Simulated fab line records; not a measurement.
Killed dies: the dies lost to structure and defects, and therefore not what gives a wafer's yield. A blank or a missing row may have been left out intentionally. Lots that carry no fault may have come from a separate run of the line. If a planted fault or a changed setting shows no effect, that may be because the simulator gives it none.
A single fault, viewed from 2 desks | flow sky130 | each desk holds nothing but its own numbers, with what lay behind them at the end

THE METROLOGY DESK
What the gauges read, lot by lot, whatever tool the lot ran on: means of the sampled wafers that have a number. Any lot whose mean is over 4 standard deviations away from the usual mean is out of limits and marked OUT; that distance is given in the brackets.
Columns: A = LDD_N_OVL at SKY_LDD_N_OVL_MEAS_07, usual 0.4 nm
lot  | first seen here | A
L234 | day 19 08:31    | 2.1
L235 | day 19 14:04    | -1.4
L246 | day 23 17:21    | 0.8
L247 | day 23 22:34    | -1.5
L250 | day 25 01:11    | 1.7
L251 | day 25 08:13    | -0.4
Result from this desk: across the 6 lots, nothing is out of limits.

FOR THE TOOL OWNER'S DESK: implanter-03
For each lot that ran on this tool, the mean over its sampled wafers that have a number, from the tool's own readings at SKY_LDD_N_IMPLANT_12. Any lot whose mean is over 4 standard deviations away from the usual mean is out of limits and marked OUT; that distance is given in the brackets.
Columns: A = dose ions cm2 at SKY_LDD_N_IMPLANT_12, usual 4.999e+12; B = faraday current uA at SKY_LDD_N_IMPLANT_12, usual 28.2; C = tilt deg at SKY_LDD_N_IMPLANT_12, usual 30.008 degrees
lot  | first seen here | A                           | B              | C
L234 | day 19 09:09    | 5.003e+12                   | 27.8           | 30.008
L246 | day 23 18:01    | 7.185e+12 (+99 or more) OUT | 41.1 (+24) OUT | 30.014
L247 | day 23 23:15    | 7.178e+12 (+99 or more) OUT | 41.3 (+24) OUT | 29.994
This desk finds L246, L247 out of limits, L246 being first, at day 23 18:01 (dose ions cm2 at SKY_LDD_N_IMPLANT_12). In limits: L234.

PUT TOGETHER
At day 23 18:01, on L246, L247, the tool owner's desk was in a position to raise an alarm.
Metrology desk: nothing out of limits seen.
The metrology desk has L246, L247 on record, within its limits.
Every lot named ran SKY_LDD_N_IMPLANT_12 on implanter-03.

WHAT THE SIMULATOR PUT IN
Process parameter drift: implanter-03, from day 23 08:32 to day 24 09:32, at SKY_LDD_N_IMPLANT_12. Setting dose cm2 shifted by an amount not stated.
Struck lots among those shown: L246, L247.
Time in hours from fault onset to the first out-of-limits reading at each desk: the tool owner's desk, 9.
